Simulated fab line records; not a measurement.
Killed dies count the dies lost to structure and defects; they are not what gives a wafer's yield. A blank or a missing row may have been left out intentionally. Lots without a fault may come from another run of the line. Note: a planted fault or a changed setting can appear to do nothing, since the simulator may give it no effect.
fab line records -- flow gf180mcu -- part 2 of 2: steps 27 to 36 of 36
record lots=5, wafers=15, last_day=33
route steps=602 shown MIM@510 M5@526 V5@540
lots with no fault: from the same line, run without faults
start_h: start of the lot's first displayed wafer, in hours after the record's first day -- wait_h: hours elapsed since this lot's preceding step -- " the same as in the row above -- L1.1+2: several wafers, shown together as one row -- - no value present, or no start provided -- * or withheld: withheld -- < > ~ a bound
route shown NAME@n: a module of which the file shows steps, and the number in the route of the first -- usual: mean and standard deviation over wafers with no fault -- same: alike in all rows -- chamber/n: place in a boat -- sites: each site's reading -- _std_site: how widely they spread, as a standard deviation -- _edge_site: mean of outer sites minus mean of inner sites -- radius_mm: how far each site lies from the wafer's centre -- mask NAME#n: copy n -- behind: tool/chamber where the wafer was last shaped -- hold: the reason the lot was held/the length of the hold in hours/how it ended -- device: whichever transistor did not switch (one of n, p or np) -- end of line: tests of these same wafers at the route's end -- a step given without rows: its recipe and nothing more -- killed: at the first sort, the dies lost to defects and structure; wafer yield is something else -- map: dies across one wafer; x = killed, . = not, _ = none there
set.NAME: the setting as run; set.NAME@STEP: as run at that earlier step -- model.NAME: the simulator's own value behind a step, which no gauge read
lots at selected steps of the route; one table per step, one row per wafer
services: a tool's chamber out of use, with start hour (start_h, from the record's first day; less than 0 if before it), hours out, and reason
## steps
# step GF_M5_METAL_ETCH_10
# recipe chemistry=Cl2/BCl3, mask_material=KrF, target_depth_nm=750.8, stop_on=SiO2, pressure_mtorr=8, icp_w=800, bias_w=140, Cl2_flow_sccm=80, bcl3_flow_sccm=40, time_s=125.1
# usual drypump_motor_current_A=6.0/0.33, he_backside_leak_sccm=3.38/0.17, oes_product_au=0.989/0.0049, throttle_valve_pct=28.231/0.01
lot.wafer,tool,chamber,start_h,wait_h,drypump_motor_current_A,he_backside_leak_sccm,oes_product_au,rf_hours_counter_h,throttle_valve_pct
L077.1,rie_metal-03,1,633.43,0.0,6.2,3.64,0.984,3,28.227
L077.3,rie_metal-03,0,633.43,0.0,6.0,3.49,0.989,-,28.227
L077.6,rie_metal-03,1,633.43,0.0,6.1,3.42,0.980,-,28.215
L082.2,rie_metal-04,0,669.40,0.0,5.4,3.39,0.985,0,28.246
L082.3,rie_metal-04,1,669.40,0.0,6.4,3.32,0.989,-,28.233
L082.5,rie_metal-04,1,669.40,0.0,6.4,3.49,0.992,-,28.226
L084.3,rie_metal-03,1,682.78,0.1,6.1,3.31,0.992,-,28.236
L084.5,rie_metal-03,1,682.78,0.1,6.2,3.36,0.996,-,28.214
L084.6,rie_metal-03,0,682.78,0.1,6.0,3.64,0.982,-,28.211
L085.1,rie_metal-04,0,690.58,0.0,5.4,3.31,0.990,1,28.228
L085.3,rie_metal-04,1,690.58,0.0,6.3,3.17,0.993,-,28.228
L085.5,rie_metal-04,0,690.58,0.0,5.4,3.28,0.991,-,28.237
L090.3,rie_metal-04,1,720.05,0.1,6.4,3.37,0.988,-,28.239
L090.4,rie_metal-04,0,720.05,0.1,5.4,3.31,0.993,-,28.218
L090.6,rie_metal-04,1,720.05,0.1,6.4,3.39,0.991,-,28.231
# step GF_M5_STRIP_11
# recipe chemistry=O2/N2, power_w=1400, pressure_mtorr=1500, platen_temp_c=250, o2_flow_sccm=3000, n2_flow_sccm=300, overash_fraction=0.5
# usual drypump_motor_current_A=5.4/0.53, heater_power_w=340/32, oes_product_au=0.524/0.0049, strip_time_to_endpoint_s=7.06/0.042
lot.wafer,tool,chamber,start_h,wait_h,drypump_motor_current_A,heater_power_w,oes_product_au,rf_hours_counter_h,strip_time_to_endpoint_s
L077.1,plasma_asher-03,0,633.56,0.1,5.0,330,0.524,22,7.06
L077.3,plasma_asher-03,0,633.56,0.1,5.0,336,0.524,-,7.00
L077.6,plasma_asher-03,1,633.56,0.1,4.9,343,0.525,-,7.11
L082.2,plasma_asher-03,0,669.53,0.1,5.0,327,0.523,26,7.08
L082.3,plasma_asher-03,1,669.53,0.1,4.9,354,0.521,-,7.07
L082.5,plasma_asher-03,0,669.53,0.1,5.0,339,0.529,-,7.07
L084.3,plasma_asher-03,0,682.90,0.1,5.0,338,0.515,-,7.06
L084.5,plasma_asher-03,0,682.90,0.1,5.0,326,0.526,-,7.09
L084.6,plasma_asher-03,1,682.90,0.1,5.0,352,0.532,-,7.07
L085.1,plasma_asher-02,0,690.71,0.1,5.5,401,0.525,61,7.02
L085.3,plasma_asher-02,1,690.71,0.1,5.5,322,0.519,-,7.00
L085.5,plasma_asher-02,0,690.71,0.1,5.6,396,0.519,-,7.02
L090.3,plasma_asher-04,0,720.17,0.1,6.5,307,0.520,-,6.99
L090.4,plasma_asher-04,1,720.17,0.1,4.9,326,0.524,-,7.04
L090.6,plasma_asher-04,1,720.17,0.1,4.9,316,0.519,-,7.00
# step GF_M5_STRIP_12
# recipe chemistry=post_etch_residue_remover, time_s=1200, temp_c=72.5
lot.wafer,tool,chamber,start_h,wait_h
L077.1+3+6,wet_bench-02,2,633.66,0.1
L082.2+3+5,wet_bench-04,1,669.63,0.1
L084.3+5+6,wet_bench-01,0,682.96,0.0
L085.1+3+5,wet_bench-01,3,690.81,0.1
L090.3+4+6,wet_bench-04,2,720.23,0.0
# step GF_M5_CLEAN_13
# recipe chemistry=DIW, dry=n2_spin
lot.wafer,tool,chamber,start_h,wait_h
L077.1+3+6,wet_bench-01,0,634.01,0.0
L082.2+3+5,wet_bench-01,0,669.97,0.0
L084.3+5+6,wet_bench-04,0,683.30,0.0
L085.1+3+5,wet_bench-04,0,691.15,0.0
L090.3+4+6,wet_bench-01,2,720.57,0.0
# step GF_V5_CVD_00
# recipe material=SiO2, target_thk_nm=300, sigma_open_frac=0.3, temp_c=400, time_s=50, sih4_flow_sccm=60, pressure_mtorr=6
lot.wafer,tool,chamber,start_h,wait_h
L077.1+3+6,hdpcvd-01,"0,1,2",634.11,0.0
L082.2+3+5,hdpcvd-01,"1,0,0",670.07,0.0
L084.3+5+6,hdpcvd-02,"2,2,0",683.40,0.0
L085.1+3+5,hdpcvd-02,"0,1,1",691.25,0.0
L090.3+4+6,hdpcvd-01,"1,0,1",720.67,0.0
# step GF_V5_THK_MEAS_01
# recipe reads=SiO2_of_V5_CVD_00
# usual V5_CVD_00_THK=300/3.1
lot.wafer,tool,chamber,start_h,wait_h,V5_CVD_00_THK[nm]
L077.1,film_metro-02,-,634.15,0.0,307
L077.3,film_metro-02,-,634.15,0.0,304
L077.6,film_metro-02,-,634.15,0.0,302
L082.2,film_metro-02,-,670.12,0.0,299
L082.3,film_metro-02,-,670.12,0.0,302
L082.5,film_metro-02,-,670.12,0.0,305
L084.3,film_metro-01,-,683.47,0.0,302
L084.5,film_metro-01,-,683.47,0.0,300
L084.6,film_metro-01,-,683.47,0.0,300
L085.1,film_metro-01,-,691.30,0.0,302
L085.3,film_metro-01,-,691.30,0.0,302
L085.5,film_metro-01,-,691.30,0.0,299
L090.3,film_metro-04,-,720.73,0.0,299
L090.4,film_metro-04,-,720.73,0.0,300
L090.6,film_metro-04,-,720.73,0.0,295
# step GF_V5_CVD_02
# recipe material=SiO2, target_thk_nm=1450, precursor=TEOS, temp_c=400, time_s=163.28, rf_w=600
# usual heater_power_w=585/110
lot.wafer,tool,chamber,start_h,wait_h,heater_power_w,since_wet_clean_h
L077.1,pecvd-02,1,634.21,0.1,545,460
L077.3,pecvd-02,2,634.21,0.1,811,460
L077.6,pecvd-02,2,634.21,0.1,658,-
L082.2,pecvd-03,0,670.17,0.0,569,287
L082.3,pecvd-03,2,670.17,0.0,641,287
L082.5,pecvd-03,1,670.17,0.0,723,-
L084.3,pecvd-02,2,683.51,0.0,782,509
L084.5,pecvd-02,0,683.51,0.0,577,-
L084.6,pecvd-02,1,683.51,0.0,432,-
L085.1,pecvd-03,1,691.36,0.1,608,309
L085.3,pecvd-03,0,691.36,0.1,607,309
L085.5,pecvd-03,2,691.36,0.1,561,-
L090.3,pecvd-01,0,720.77,0.0,400,754
L090.4,pecvd-01,2,720.77,0.0,541,-
L090.6,pecvd-01,1,720.77,0.0,487,-
# step GF_V5_THK_MEAS_03
# recipe reads=SiO2_of_V5_CVD_02
# usual V5_CVD_02_THK=1445/19
lot.wafer,tool,chamber,start_h,wait_h,V5_CVD_02_THK[nm]
L077.1,film_metro-01,-,634.32,0.1,1418
L077.3,film_metro-01,-,634.32,0.1,1430
L077.6,film_metro-01,-,634.32,0.1,1441
L082.2,film_metro-01,-,670.29,0.1,1465
L082.3,film_metro-01,-,670.29,0.1,1449
L082.5,film_metro-01,-,670.29,0.1,1487
L084.3,film_metro-01,-,683.64,0.1,1441
L084.5,film_metro-01,-,683.64,0.1,1439
L084.6,film_metro-01,-,683.64,0.1,1462
L085.1,film_metro-02,-,691.47,0.1,1412
L085.3,film_metro-02,-,691.47,0.1,1423
L085.5,film_metro-02,-,691.47,0.1,1426
L090.3,film_metro-01,-,720.90,0.1,1465
L090.4,film_metro-01,-,720.90,0.1,1494
L090.6,film_metro-01,-,720.90,0.1,1484
# step GF_V5_CMP_04
# recipe material=SiO2, down_force_psi=4, platen_rpm=60, pad_velocity_m_s=0.94248
# usual head_pressure_psi=4.000/0.0088, motor_current_A=11.4/1, slurry_filter_dp_kPa=13.50/0.12
lot.wafer,tool,chamber,start_h,wait_h,head_pressure_psi,motor_current_A,slurry_filter_dp_kPa
L077.3,cmp-02,0,634.38,0.0,4.010,10.0,13.41
L077.1,cmp-02,1,634.38,0.0,4.009,11.1,13.41
L077.6,cmp-02,0,634.38,0.0,4.010,9.9,13.62
L082.3,cmp-02,3,670.34,0.0,4.004,10.4,13.54
L082.2,cmp-02,2,670.34,0.0,4.002,11.4,13.55
L082.5,cmp-02,0,670.34,0.0,3.986,10.7,13.61
L084.3,cmp-01,2,683.73,0.1,4.000,13.2,13.51
L084.5,cmp-01,1,683.73,0.1,3.989,12.4,13.74
L084.6,cmp-01,2,683.73,0.1,4.002,12.9,13.37
L085.3,cmp-02,1,691.94,0.4,3.995,10.7,13.47
L085.1,cmp-02,2,691.94,0.4,4.009,11.8,13.70
L085.5,cmp-02,1,691.94,0.4,4.008,11.2,13.43
L090.4,cmp-01,1,720.94,0.0,4.012,13.1,13.38
L090.3,cmp-01,0,720.94,0.0,3.983,11.7,13.75
L090.6,cmp-01,1,720.94,0.0,3.991,12.6,13.46
# step GF_V5_BOW_MEAS_05
# recipe mode=bow
# usual V5_BOW=135/9.4
lot.wafer,tool,chamber,start_h,wait_h,V5_BOW[um]
L077.1,film_metro-04,-,634.68,0.2,147
L077.3,film_metro-04,-,634.68,0.2,141
L077.6,film_metro-04,-,634.68,0.2,145
L082.2,film_metro-04,-,670.66,0.1,147
L082.3,film_metro-04,-,670.66,0.1,143
L082.5,film_metro-04,-,670.66,0.1,143
L084.3,film_metro-02,-,684.02,0.2,151
L084.5,film_metro-02,-,684.02,0.2,141
L084.6,film_metro-02,-,684.02,0.2,143
L085.1,film_metro-01,-,692.19,0.1,139
L085.3,film_metro-01,-,692.19,0.1,132
L085.5,film_metro-01,-,692.19,0.1,146
L090.3,film_metro-04,-,721.28,0.1,148
L090.4,film_metro-04,-,721.28,0.1,141
L090.6,film_metro-04,-,721.28,0.1,126
## services
tool,chamber,start_h,hours,kind
pecvd-02,1,573.48,15.7,repair
krf_scanner-01,-,575.67,1.0,pm
cmp-02,-,576.00,4.0,pm
rie_metal-04,1,576.11,64.4,repair
wet_bench-01,-,577.68,3.6,repair
hdpcvd-02,1,586.53,6.6,repair
pecvd-03,-,597.70,28.1,pm
pvd_sputter-02,-,597.88,0.5,repair
krf_scanner-01,-,627.45,0.8,pm
rie_diel-01,0,634.40,3.2,repair
cmp-02,-,644.31,5.6,repair
rie_metal-04,-,648.13,2.8,pm
wet_bench-03,-,650.05,0.5,repair
wet_bench-03,-,653.21,2.9,repair
cmp-02,-,658.63,4.6,pm
pvd_sputter-02,-,663.89,8.5,repair
rie_metal-04,-,666.86,0.2,repair
iline_stepper-02,-,674.84,1.0,repair
rie_diel-01,-,679.32,2.9,repair
rie_diel-01,2,684.54,10.8,repair
krf_scanner-01,-,693.04,1.6,repair
rie_metal-04,-,701.09,1.1,repair
wet_bench-01,-,704.37,0.7,repair
krf_scanner-01,-,718.92,1.3,pm
